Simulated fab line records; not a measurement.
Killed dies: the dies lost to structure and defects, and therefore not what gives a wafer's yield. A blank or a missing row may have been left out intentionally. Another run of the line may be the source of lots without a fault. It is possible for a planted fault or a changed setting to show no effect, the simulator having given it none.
Split-lot trial + flow sky130 + on a route of 708 steps: 5 lots, 27 wafers read

## THE SPLIT ITSELF
At SKY_VIA4_HDPCVD_00 (deposits SiO2, target thk 1750 nm, time 291.7 s), the setting timeS was moved away from the recipe's 291.7 s on 12 of the 27 wafers read, by -57.3% to +18.4%. For the rest of the wafers, this setting stayed at what the recipe calls for.

Split to reading: the file shows no intervening step.

## THE READING
VIA4_HDPCVD_THK (nm), taken at SKY_VIA4_THK_MEAS_01. On this fab line, fault-free wafers typically give 1747 nm with a standard deviation of 18 nm.

| wafer  | tool, chamber at the split | timeS as run, s | against the recipe | VIA4_HDPCVD_THK, nm | against lot-mates on the recipe |
|--------|----------------------------|-----------------|--------------------|---------------------|---------------------------------|
| L074.1 | hdpcvd-01, 0               | 291.7           | recipe             | 1720                | -                               |
| L074.2 | hdpcvd-01, 2               | 173.7           | -40.5%             | 1004                | -730                            |
| L074.3 | hdpcvd-01, 1               | 173.7           | -40.5%             | 1046                | -688                            |
| L074.4 | hdpcvd-01, 2               | 173.7           | -40.5%             | 1014                | -720                            |
| L074.5 | hdpcvd-01, 1               | 291.7           | recipe             | 1743                | -                               |
| L074.6 | hdpcvd-01, 0               | 291.7           | recipe             | 1740                | -                               |
| L076.1 | hdpcvd-01, 0               | 124.6           | -57.3%             | 729                 | -1025                           |
| L076.2 | hdpcvd-01, 2               | 291.7           | recipe             | 1760                | -                               |
| L076.3 | hdpcvd-01, 1               | 124.6           | -57.3%             | 736                 | -1018                           |
| L076.4 | hdpcvd-01, 0               | 291.7           | recipe             | 1746                | -                               |
| L076.5 | hdpcvd-01, 1               | 124.6           | -57.3%             | 730                 | -1024                           |
| L076.6 | hdpcvd-01, 2               | 291.7           | recipe             | 1756                | -                               |
| L079.1 | hdpcvd-01, 0               | 291.7           | recipe             | 1741                | -                               |
| L079.2 | hdpcvd-01, 1               | 291.7           | recipe             | 1770                | -                               |
| L079.3 | hdpcvd-01, 2               | 291.7           | recipe             | 1774                | -                               |
| L083.1 | hdpcvd-01, 2               | 345.4           | +18.4%             | 2105                | +346                            |
| L083.2 | hdpcvd-01, 1               | 291.7           | recipe             | 1758                | -                               |
| L083.3 | hdpcvd-01, 1               | 345.4           | +18.4%             | 2070                | +311                            |
| L083.4 | hdpcvd-01, 2               | 345.4           | +18.4%             | 2100                | +341                            |
| L083.5 | hdpcvd-01, 1               | 291.7           | recipe             | 1746                | -                               |
| L083.6 | hdpcvd-01, 2               | 291.7           | recipe             | 1773                | -                               |
| L085.1 | hdpcvd-01, 0               | 291.7           | recipe             | 1766                | -                               |
| L085.2 | hdpcvd-01, 2               | 291.7           | recipe             | 1750                | -                               |
| L085.3 | hdpcvd-01, 1,0             | 225.4           | -22.7%             | 1339                | -411                            |
| L085.4 | hdpcvd-01, 1,0             | 225.4           | -22.7%             | 1355                | -395                            |
| L085.5 | hdpcvd-01, 2               | 225.4           | -22.7%             | 1364                | -386                            |
| L085.6 | hdpcvd-01, 1               | 291.7           | recipe             | 1734                | -                               |
If several chambers appear in one row, that row covers several wafers at once and the file leaves open which wafer was in which chamber.

FIT RESULTS
A straight line over all 27 wafers: VIA4_HDPCVD_THK changes by +17.9 nm for each +1% of timeS; r = +1.00; the points scatter about the line by 15 nm.
The same after taking each lot's own level away (the mean of its wafers on the recipe; 27 wafers): +17.8 nm for each +1%; r = +1.00; scatter 13 nm.
Per that fit: largest timeS move, reading shift of 1e+03 nm.
The span of the lots' own levels, 1734.3 to 1761.7 nm, comes to 1.5 times the standard deviation stated above.
So the lot-to-lot level changes the slope little: the two slopes agree.
Check: with one of the wafers moved furthest among these (-57.3%) left out of the fit, the line predicts -1.02e+03 nm for it against its lot-mates. It came out at -1.02e+03 nm against them.

## THE OTHER SPLITS THESE WAFERS WENT THROUGH
These wafers also went through other splits before the reading. Each is held against what the fit with the lots' levels taken away leaves over:
| other split on the same wafers      | wafers away from the commonest value | r with VIA4_HDPCVD_THK (lot level and that fit taken away) |
|-------------------------------------|--------------------------------------|------------------------------------------------------------|
| SKY_CONTACT_DEVELOP_13 developTimeS | 12                                   | -0.13                                                      |
| SKY_METAL2_SPUTTER_00 timeS         | 9                                    | +0.17                                                      |
| SKY_METAL2_METAL_ETCH_19 timeS      | 9                                    | -0.05                                                      |
| SKY_METAL4_SPUTTER_01 timeS         | 9                                    | -0.12                                                      |

## THE WHOLE CHAIN: every reading that the file lists as answering this split, in the file's order
| step                 | what it does                                    | reading                                                                       | change (the file's fit)              | r (the file's) |
|----------------------|-------------------------------------------------|-------------------------------------------------------------------------------|--------------------------------------|----------------|
| SKY_VIA4_HDPCVD_00   | deposits SiO2, target thk 1750 nm, time 291.7 s | SiO2_of_VIA4_HDPCVD_00.thkNm (the simulator's own value, which no gauge read) | +17.6 nm for each +1% of the setting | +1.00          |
| SKY_VIA4_THK_MEAS_01 |                                                 | VIA4_HDPCVD_THK                                                               | +17.8 for each +1% of the setting    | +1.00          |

## THE FILE'S OWN FIT
VIA4_HDPCVD_THK changes by +17.8 nm for each +1% of timeS, r = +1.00.
